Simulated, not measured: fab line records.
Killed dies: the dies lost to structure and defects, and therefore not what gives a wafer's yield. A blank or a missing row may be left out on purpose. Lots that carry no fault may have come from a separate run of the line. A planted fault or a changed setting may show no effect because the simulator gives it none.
A lot that was struck, set against a sound lot | flow sfq_line | 15 out of 325 route steps
Sound: these wafers, L828.3, L828.5, L828.6. Struck: wafer L837.3 (L837.2, L837.4, from the same lot, were not struck and are left out); the cause is given at the end.
Each step with rows lists, per side, the tool, then ch with its chambers, then its first start. Under that, the readings that differ: sound wafers | struck wafers | difference of the means | sigmas: that difference in standard deviations of wafers without a fault.
alike: words and numbers the same on both sides, and readings whose means are apart by under 2 such deviations; not compared: readings that were withheld, readings missing a value for some wafer, numbers with overlapping values and no deviation given by the record, and bounds like >300 which may hide the same value.
Wherever a step has rows on one side only, a row that says differs or no value, or a row with sigmas, the two part there. Numbers that don't overlap but have no deviation are shown without sigmas and don't part them. A reading that every wafer of one side lacks parts them only if that side has two wafers or more.

first, 1 step without rows for these wafers: SFQ_TRILAYER_M1_STRIP_SOLV_CLEAN_044 (cleans in NMP, time 600 s).
SFQ_TRILAYER_I1_DEP_PECVD_045: deposits SiO2 from SiH4/N2O, time 111.11 s, target thk 500 nm.
  sound on pecvd-02 ch 0,2, day 18 08:50; struck on pecvd-03 ch 2, day 19 10:26
  alike: heater_power_w, rf_fwd_power_W, susceptor_temp_C, throttle_valve_pct
SFQ_TRILAYER_I1_CMP_CMP_046: polishes SiO2.
  sound on cmp-01 ch 0,1, day 18 09:38; struck on cmp-02 ch 2, day 19 10:31
  reading                 | sound             | struck | difference | sigmas
  edge_zone_pressure_frac | 1.010 1.000 1.004 | 0.995  | -0.010     | -2
  motor_current_A (A)     | 11.4 11.9 11.8    | 9.4    | -2.3       | -3
  alike: time_to_endpoint_s
SFQ_I1_BOW_MEAS_912:
  sound on film_metro-01 at day 18 12:40; struck on film_metro-01 at day 19 13:32
  alike: I1_BOW
SFQ_TRILAYER_I1_METRO_MEASURE_047:
  sound on film_metro-01 at day 18 13:09; struck on film_metro-01 at day 19 13:50
  alike: thk_nm
then, 6 steps without rows for these wafers: SFQ_TRILAYER_I1_VIA_LITHO_COAT_054 (resist thk 62 nm); SFQ_TRILAYER_I1_VIA_LITHO_COAT_049 (resist thk 650 nm); SFQ_TRILAYER_I1_VIA_LITHO_SOFTBAKE_053; SFQ_TRILAYER_I1_VIA_LITHO_EXPOSE_050 (exposes mask I1, target cd 500 nm); SFQ_TRILAYER_I1_VIA_LITHO_PEB_052 (peb time 60 s); SFQ_TRILAYER_I1_VIA_LITHO_DEVELOP_051 (time 60 s).
-- the record jumps here: 7 days lie between the struck wafers' starts before and after --
SFQ_I1_OVL_MEAS_913:
  sound on overlay-02 at day 25 08:08; struck on overlay-02 at day 26 05:43
  alike: I1_OVL
SFQ_TRILAYER_I1_VIA_BARC_OPEN_VIA_ETCH_071: etches BARC in O2, target depth 125 nm, time 41.7 s.
  sound on rie_diel-01 ch 0,1,2, day 25 08:09; struck on rie_diel-04 ch 3, day 26 05:45
  reading                                                 | sound             | struck | difference | sigmas
  oes_product_au (a.u.)                                   | 0.686 0.687 0.688 | 0.752  | +0.065     | +14
  run_length_s (s)                                        | 70.3 69.2 70.3    | 66.5   | -3.4       | -8
  model.KrF_of_TRILAYER_I1_VIA_LITHO_COAT_049.thk_nm (nm) | 571.2 571.2 572.6 | 579.8  | +8.1       |
  alike: drypump_motor_current_A
  not compared: rf_fwd_power_W, rf_hours_counter_h
SFQ_TRILAYER_I1_VIA_ETCH_VIA_ETCH_052: etches SiO2 in CHF3, stops on Nb, target depth 260 nm.
  sound on rie_diel-01 ch 0,1,2, day 25 08:11; struck on rie_diel-04 ch 3, day 26 05:47
  reading                                                 | sound             | struck | difference | sigmas
  model.KrF_of_TRILAYER_I1_VIA_LITHO_COAT_049.thk_nm (nm) | 524.9 525.7 528.4 | 534.6  | +8.3       |
  alike: drypump_motor_current_A, oes_product_au, rf_fwd_power_W
SFQ_TRILAYER_I1_VIA_STRIP_STRIP_053: strips in O2.
  sound on rie_metal-04 ch 0,1, day 25 08:31; struck on rie_metal-02 ch 0, day 26 05:55
  alike: drypump_motor_current_A, oes_product_au
  not compared: rf_hours_counter_h

## WHERE THEY PART
At SFQ_TRILAYER_I1_CMP_CMP_046 first; at SFQ_TRILAYER_I1_VIA_BARC_OPEN_VIA_ETCH_071 last (within this record only). Later steps at which nothing parts them and some readings are alike: SFQ_TRILAYER_I1_VIA_ETCH_VIA_ETCH_052, SFQ_TRILAYER_I1_VIA_STRIP_STRIP_053.

WHY: the cause the simulator had injected
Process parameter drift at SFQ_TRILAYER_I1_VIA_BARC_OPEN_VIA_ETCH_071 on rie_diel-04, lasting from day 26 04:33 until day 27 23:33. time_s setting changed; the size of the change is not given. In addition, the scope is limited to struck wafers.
